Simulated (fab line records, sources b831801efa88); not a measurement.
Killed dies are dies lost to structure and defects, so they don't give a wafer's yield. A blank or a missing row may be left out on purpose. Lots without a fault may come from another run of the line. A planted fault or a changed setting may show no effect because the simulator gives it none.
A struck lot beside a sound one | flow gf180mcu | 16 steps out of a route of 602
Sound: wafers L716.1, L716.4, L716.6. Struck: wafers L711.1, L711.2, L711.3. The cause comes at the end.
At each step with rows: each side's tool, then ch and its chambers, then its first start. Under that, the readings that differ: sound wafers | struck wafers | difference of the means | sigmas: that difference in standard deviations of wafers without a fault.
alike: readings whose means differ by less than 2 such deviations, and words and numbers that are the same on both sides. not compared: withheld readings, readings that some wafer has no value for, bounds like >300 that may hide the same value, and numbers for which the record gives no deviation and whose values overlap.
The two part at a step that has a row with sigmas, a row that says differs or no value, or rows on one side only. Numbers that don't overlap but have no deviation are shown without sigmas and don't part them. A reading that every wafer of one side lacks parts them only if that side has two wafers or more.

first, 5 steps without rows for these wafers: GF_M5_COAT_02 (resist thk 1000 nm); GF_M5_SOFTBAKE_03 (time 60 s); GF_M5_EXPOSE_04 (exposes mask Metal5, target cd 280 nm); GF_M5_PEB_05 (peb time 90 s); GF_M5_DEVELOP_06 (develop time 60 s).
GF_M5_CD_MEAS_07: target cd 280 nm.
  sound on cd_sem-01, day 30 18:30; struck on cd_sem-01, day 29 01:36
  alike: cd_nm
GF_M5_OVL_MEAS_08:
  sound on overlay-01, day 30 18:37; struck on overlay-01, day 29 01:43
  alike: M5_OVL
GF_M5_ETCH_09: etches Si3N4 in CF4/O2, target depth 52 nm, time 11.6 s.
  sound on rie_diel-02 ch 0,1,2, day 30 18:40; struck on rie_diel-01 ch 0,2,3, day 29 01:46
  alike: drypump_motor_current_A, oes_product_au, throttle_valve_pct
  not compared: rf_hours_counter_h
GF_M5_METAL_ETCH_10: etches the open film in Cl2/BCl3, stops on SiO2, target depth 627.5 nm, time 104.6 s.
  sound on rie_metal-01 ch 0,1, day 30 18:41; struck on rie_metal-04 ch 0,1, day 29 01:47
  alike: drypump_motor_current_A, oes_product_au, throttle_valve_pct
  not compared: rf_hours_counter_h
GF_M5_STRIP_11: strips in O2/N2.
  sound on plasma_asher-01 ch 0,1, day 30 18:47; struck on plasma_asher-03 ch 0,1, day 29 01:53
  alike: drypump_motor_current_A, heater_power_w, oes_product_au, strip_time_to_endpoint_s
  not compared: rf_hours_counter_h
then, 2 steps without rows for these wafers: GF_M5_STRIP_12 (strips in post etch residue remover, time 1200 s); GF_M5_CLEAN_13 (cleans in DIW).
GF_V5_CVD_00: deposits SiO2, target thk 300 nm, time 48.29 s.
  sound on hdpcvd-02 ch 0,1,2, day 30 19:22; struck on hdpcvd-02 ch 0,1,2, day 29 02:39
GF_V5_THK_MEAS_01:
  sound on film_metro-03, day 30 19:24; struck on film_metro-02, day 29 02:41
  reading            | sound       | struck      | difference | sigmas
  V5_CVD_00_THK (nm) | 294 290 293 | 575 577 580 | +285       | +89
GF_V5_CVD_02: deposits SiO2 from TEOS, target thk 1450 nm, time 163.28 s.
  sound on pecvd-03 ch 1,2, day 30 19:28; struck on pecvd-01 ch 0,1,2, day 29 02:45
  alike: heater_power_w
then, 1 step without rows for these wafers: GF_PASSIVATION_PROBE_99.

WHERE THEY PART
Only at GF_V5_THK_MEAS_01, within this record. Later steps at which nothing parts them and some readings are alike: GF_V5_CVD_02.

WHY: what the simulator had put in
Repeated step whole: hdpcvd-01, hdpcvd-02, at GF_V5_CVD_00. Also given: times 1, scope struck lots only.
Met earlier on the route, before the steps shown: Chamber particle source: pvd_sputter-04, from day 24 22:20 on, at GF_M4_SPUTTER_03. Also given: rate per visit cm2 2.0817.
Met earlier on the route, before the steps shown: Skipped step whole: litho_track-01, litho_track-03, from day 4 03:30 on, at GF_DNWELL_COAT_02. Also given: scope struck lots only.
